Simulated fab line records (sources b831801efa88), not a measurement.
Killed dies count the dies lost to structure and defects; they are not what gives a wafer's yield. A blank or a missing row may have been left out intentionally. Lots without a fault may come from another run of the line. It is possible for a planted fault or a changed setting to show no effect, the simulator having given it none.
What tool caused it? :: flow sfq line :: Sampling: 14 lots, 42 wafers, 3 of 325 route steps

== WHAT THE GAUGES SHOWED, per wafer ==
The record lacks any reading of a measuring or inspecting step that a usual standard deviation could be used to judge.

== TOOL THAT RAN EACH LOT (tool first, then ch and the chambers of the sampled wafers, then the start) ==
lot: L927
SFQ_TRILAYER_I7_CMP_CMP_184: cmp-01 ch 1,2, day 71 01:49
SFQ_TRILAYER_I7_METRO_MEASURE_185: film metro-02, day 71 04:26
SFQ_TRILAYER_I7_VIA_ETCH_VIA_ETCH_190: rie diel-04 ch 0,3, day 75 04:24

lot: L929
SFQ_TRILAYER_I7_CMP_CMP_184: cmp-02 ch 1,2,3, day 71 07:49
SFQ_TRILAYER_I7_METRO_MEASURE_185: film metro-02, day 71 11:08
SFQ_TRILAYER_I7_VIA_ETCH_VIA_ETCH_190: rie diel-04 ch 1,2,3, day 75 06:58

lot: L932
SFQ_TRILAYER_I7_CMP_CMP_184: cmp-01 ch 0,1,2, day 77 14:58
SFQ_TRILAYER_I7_METRO_MEASURE_185: film metro-02, day 77 18:05
SFQ_TRILAYER_I7_VIA_ETCH_VIA_ETCH_190: rie diel-01 ch 0,1, day 81 09:56

lot: L933
SFQ_TRILAYER_I7_CMP_CMP_184: cmp-02 ch 0,1,3, day 77 18:22
SFQ_TRILAYER_I7_METRO_MEASURE_185: film metro-04, day 77 20:41
SFQ_TRILAYER_I7_VIA_ETCH_VIA_ETCH_190: rie diel-01 ch 0,1, day 81 13:32

lot: L934
SFQ_TRILAYER_I7_CMP_CMP_184: cmp-01 ch 0,2,3, day 80 11:25
SFQ_TRILAYER_I7_METRO_MEASURE_185: film metro-03, day 80 14:14
SFQ_TRILAYER_I7_VIA_ETCH_VIA_ETCH_190: rie diel-01 ch 0,1,3, day 84 07:59

lot: L935
SFQ_TRILAYER_I7_CMP_CMP_184: cmp-01 ch 2,3, day 80 15:40
SFQ_TRILAYER_I7_METRO_MEASURE_185: film metro-02, day 80 19:11
SFQ_TRILAYER_I7_VIA_ETCH_VIA_ETCH_190: rie diel-04 ch 0,1,2, day 84 10:23

lot: L936
SFQ_TRILAYER_I7_CMP_CMP_184: cmp-01 ch 1,2,3, day 80 19:40
SFQ_TRILAYER_I7_METRO_MEASURE_185: film metro-03, day 80 22:11
SFQ_TRILAYER_I7_VIA_ETCH_VIA_ETCH_190: rie diel-02 ch 0,1,2, day 84 12:47

lot: L938
SFQ_TRILAYER_I7_CMP_CMP_184: cmp-01 ch 0,2, day 81 12:02
SFQ_TRILAYER_I7_METRO_MEASURE_185: film metro-04, day 81 14:40
SFQ_TRILAYER_I7_VIA_ETCH_VIA_ETCH_190: rie diel-04 ch 0,2,3, day 85 01:13

lot: L945
SFQ_TRILAYER_I7_CMP_CMP_184: cmp-02 ch 1,3, day 83 00:02
SFQ_TRILAYER_I7_METRO_MEASURE_185: film metro-03, day 83 02:52
SFQ_TRILAYER_I7_VIA_ETCH_VIA_ETCH_190: rie diel-02 ch 0,3, day 86 05:57

lot: L946
SFQ_TRILAYER_I7_CMP_CMP_184: cmp-02 ch 0,2,3, day 83 04:07
SFQ_TRILAYER_I7_METRO_MEASURE_185: film metro-04, day 83 06:14
SFQ_TRILAYER_I7_VIA_ETCH_VIA_ETCH_190: rie diel-04 ch 0,2,3, day 86 09:40

lot: L947
SFQ_TRILAYER_I7_CMP_CMP_184: cmp-02 ch 0,2,3, day 83 21:07
SFQ_TRILAYER_I7_METRO_MEASURE_185: film metro-02, day 84 00:26
SFQ_TRILAYER_I7_VIA_ETCH_VIA_ETCH_190: rie diel-04 ch 0,2,3, day 86 22:48

lot: L948
SFQ_TRILAYER_I7_CMP_CMP_184: cmp-01 ch 0,2,3, day 84 01:55
SFQ_TRILAYER_I7_METRO_MEASURE_185: film metro-02, day 84 04:02
SFQ_TRILAYER_I7_VIA_ETCH_VIA_ETCH_190: rie diel-01 ch 1,3, day 87 06:00

lot: L949
SFQ_TRILAYER_I7_CMP_CMP_184: cmp-02 ch 1,3, day 84 06:37
SFQ_TRILAYER_I7_METRO_MEASURE_185: film metro-03, day 84 09:14
SFQ_TRILAYER_I7_VIA_ETCH_VIA_ETCH_190: rie diel-04 ch 1,3, day 87 12:00

lot: L950
SFQ_TRILAYER_I7_CMP_CMP_184: cmp-02 ch 1,2,3, day 84 10:37
SFQ_TRILAYER_I7_METRO_MEASURE_185: film metro-02, day 84 12:26
SFQ_TRILAYER_I7_VIA_ETCH_VIA_ETCH_190: rie diel-01 ch 1,2,3, day 87 16:48
- SFQ_TRILAYER_I7_CMP_CMP_184: polishes SiO2.
- SFQ_TRILAYER_I7_METRO_MEASURE_185
- SFQ_TRILAYER_I7_VIA_ETCH_VIA_ETCH_190: etches SiO2 in CHF3, stops on Nb, target depth 260 nm.

== AS READ BY THE TOOLS THEMSELVES (means over the sampled wafers that have a number; for cases with no such wafer, the mark the record gives instead) ==
SFQ_TRILAYER_I7_CMP_CMP_184.
lot: L927
tool: cmp-01
edge zone pressure frac: 0.997
head pressure psi (psi): 2.994
motor current A (A): 8.6
time to endpoint s (s): 218

lot: L929
tool: cmp-02
edge zone pressure frac: 0.998
head pressure psi (psi): 3.005
motor current A (A): 10.1
time to endpoint s (s): 216

lot: L932
tool: cmp-01
edge zone pressure frac: 1.000
head pressure psi (psi): 2.997
motor current A (A): 9.1
time to endpoint s (s): 212

lot: L933
tool: cmp-02
edge zone pressure frac: 0.998
head pressure psi (psi): 3.000
motor current A (A): 10.4
time to endpoint s (s): 213

lot: L934
tool: cmp-01
edge zone pressure frac: 1.000
head pressure psi (psi): 3.006
motor current A (A): 9.9
time to endpoint s (s): 225

lot: L935
tool: cmp-01
edge zone pressure frac: -
head pressure psi (psi): -
motor current A (A): -
time to endpoint s (s): -

lot: L936
tool: cmp-01
edge zone pressure frac: -
head pressure psi (psi): -
motor current A (A): -
time to endpoint s (s): -

lot: L938
tool: cmp-01
edge zone pressure frac: 1.002
head pressure psi (psi): 2.999
motor current A (A): 8.1
time to endpoint s (s): 216

lot: L945
tool: cmp-02
edge zone pressure frac: 1.000
head pressure psi (psi): 3.009
motor current A (A): 9.6
time to endpoint s (s): 220

lot: L946
tool: cmp-02
edge zone pressure frac: 0.997
head pressure psi (psi): 3.005
motor current A (A): 9.6
time to endpoint s (s): 216

lot: L947
tool: cmp-02
edge zone pressure frac: 0.998
head pressure psi (psi): 3.001
motor current A (A): 9.5
time to endpoint s (s): 216

lot: L948
tool: cmp-01
edge zone pressure frac: 0.997
head pressure psi (psi): 2.994
motor current A (A): 9.9
time to endpoint s (s): 216

lot: L949
tool: cmp-02
edge zone pressure frac: 1.000
head pressure psi (psi): 3.000
motor current A (A): 9.8
time to endpoint s (s): 220

lot: L950
tool: cmp-02
edge zone pressure frac: 0.999
head pressure psi (psi): 2.998
motor current A (A): 10.1
time to endpoint s (s): 225

SFQ_TRILAYER_I7_METRO_MEASURE_185.
lot: L927
tool: film metro-02
thk nm (nm): 201.2

lot: L929
tool: film metro-02
thk nm (nm): 201.7

lot: L932
tool: film metro-02
thk nm (nm): 200.9

lot: L933
tool: film metro-04
thk nm (nm): 200.6

lot: L934
tool: film metro-03
thk nm (nm): 201.8

lot: L935
tool: film metro-02
thk nm (nm): 505.1

lot: L936
tool: film metro-03
thk nm (nm): 497.1

lot: L938
tool: film metro-04
thk nm (nm): 200.9

lot: L945
tool: film metro-03
thk nm (nm): 200.1

lot: L946
tool: film metro-04
thk nm (nm): 200.5

lot: L947
tool: film metro-02
thk nm (nm): 201.8

lot: L948
tool: film metro-02
thk nm (nm): 198.1

lot: L949
tool: film metro-03
thk nm (nm): 200.8

lot: L950
tool: film metro-02
thk nm (nm): 200.6

SFQ_TRILAYER_I7_VIA_ETCH_VIA_ETCH_190.
lot: L927
tool: rie diel-04
drypump motor current A (A): 5.4
oes product au (a.u.): 0.859

lot: L929
tool: rie diel-04
drypump motor current A (A): 5.7
oes product au (a.u.): 0.855

lot: L932
tool: rie diel-01
drypump motor current A (A): 5.8
oes product au (a.u.): 0.856

lot: L933
tool: rie diel-01
drypump motor current A (A): 5.8
oes product au (a.u.): 0.863

lot: L934
tool: rie diel-01
drypump motor current A (A): 5.6
oes product au (a.u.): 0.857

lot: L935
tool: rie diel-04
drypump motor current A (A): 5.6
oes product au (a.u.): 1.612

lot: L936
tool: rie diel-02
drypump motor current A (A): 5.5
oes product au (a.u.): 1.613

lot: L938
tool: rie diel-04
drypump motor current A (A): 5.4
oes product au (a.u.): 0.857

lot: L945
tool: rie diel-02
drypump motor current A (A): 5.6
oes product au (a.u.): 0.860

lot: L946
tool: rie diel-04
drypump motor current A (A): 5.4
oes product au (a.u.): 0.857

lot: L947
tool: rie diel-04
drypump motor current A (A): 5.4
oes product au (a.u.): 0.860

lot: L948
tool: rie diel-01
drypump motor current A (A): 5.4
oes product au (a.u.): 0.849

lot: L949
tool: rie diel-04
drypump motor current A (A): 5.6
oes product au (a.u.): 0.852

lot: L950
tool: rie diel-01
drypump motor current A (A): 5.7
oes product au (a.u.): 0.855

== THE ANSWER, worked out from the rows above alone ==
Rule: the lots themselves supply what counts as usual. Put in order of their means at a reading, lots are off if they are a third of the lots or fewer, leave a main group of 4 or more, and stand apart from it by a gap of 3 or more times the standard deviation of the main group's means; of several such gaps the widest counts. A main group whose means are all the same, to the digits that the tables above print for the reading, isn't used. A lot without any number at a reading at which 4 lots or more have one is off too. The other lots that the step has rows for count as sound. First the gauges in route order, then the tools' own readings, where a lot's mean is used as printed above. The first step at which some lot is off is used, and at that step the reading that is off furthest; a lot without a number counts as furthest.
Off: L935, L936, at SFQ_TRILAYER_I7_CMP_CMP_184 (edge zone pressure frac). Without a number there: L935, L936. Main group: mean 0.999, sd 0.0015.
If a tool, at that step or one of the process steps before it, ran each lot that is off and ran no sound lot following the first of them, it fits. Not one of the candidates tried fits.

== WHAT THE SIMULATOR HAD INSERTED ==
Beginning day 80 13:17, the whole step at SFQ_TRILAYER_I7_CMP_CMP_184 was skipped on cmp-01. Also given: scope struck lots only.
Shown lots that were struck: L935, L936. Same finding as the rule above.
